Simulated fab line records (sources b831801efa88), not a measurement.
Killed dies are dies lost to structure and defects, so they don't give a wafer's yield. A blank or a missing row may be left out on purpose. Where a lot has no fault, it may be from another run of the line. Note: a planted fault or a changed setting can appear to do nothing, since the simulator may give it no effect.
Which of the tools did it? -- flow gf180mcu -- 7 lots (21 wafers sampled), 1 step of a 602-step route

## WHAT THE GAUGES READ, wafer by wafer
GF_M1_RS_MEAS_05: a four-point-probe measurement.
lot,measured,on,M1_ALCU_RS (ohm/sq)
L597,day 19 12:24,film-metro-01,0.0691 0.0696 0.0691
L599,day 20 04:41,film-metro-04,0.0686 0.0697 0.0688
L601,day 21 00:40,film-metro-02,0.0686 0.0690 0.0691
L605,day 22 08:04,film-metro-04,0.0689 0.0684 0.0692
L607,day 22 20:07,film-metro-04,0.0694 0.0685 0.0687
L609,day 23 10:49,film-metro-04,0.0692 0.0681 0.0686
L611,day 24 00:52,film-metro-02,0.0688 0.0686 0.0685

## WHICH TOOL RAN EACH LOT (tool, then ch and the chambers of the sampled wafers, then the start)
There is no process step in the record ahead of these readings.

## THE ANSWER, worked out from the rows above alone
Rule: the usual values come from the lots themselves. The widest of any qualifying gaps counts: lots, ordered by their means at a reading, are off when they make up no more than a third of the lots, leave a main group of 4 or more, and stand apart from it by 3 or more times the standard deviation of that group's means. A main group whose means are all the same, to the digits that the tables above print for the reading, isn't used. Also off: a lot with no number at a reading for which 4 or more lots have one. The other lots that the step has rows for count as sound.
No lot is off on any of the readings shown, so nothing can be concluded from this.

## WHAT THE SIMULATOR HAD PUT IN
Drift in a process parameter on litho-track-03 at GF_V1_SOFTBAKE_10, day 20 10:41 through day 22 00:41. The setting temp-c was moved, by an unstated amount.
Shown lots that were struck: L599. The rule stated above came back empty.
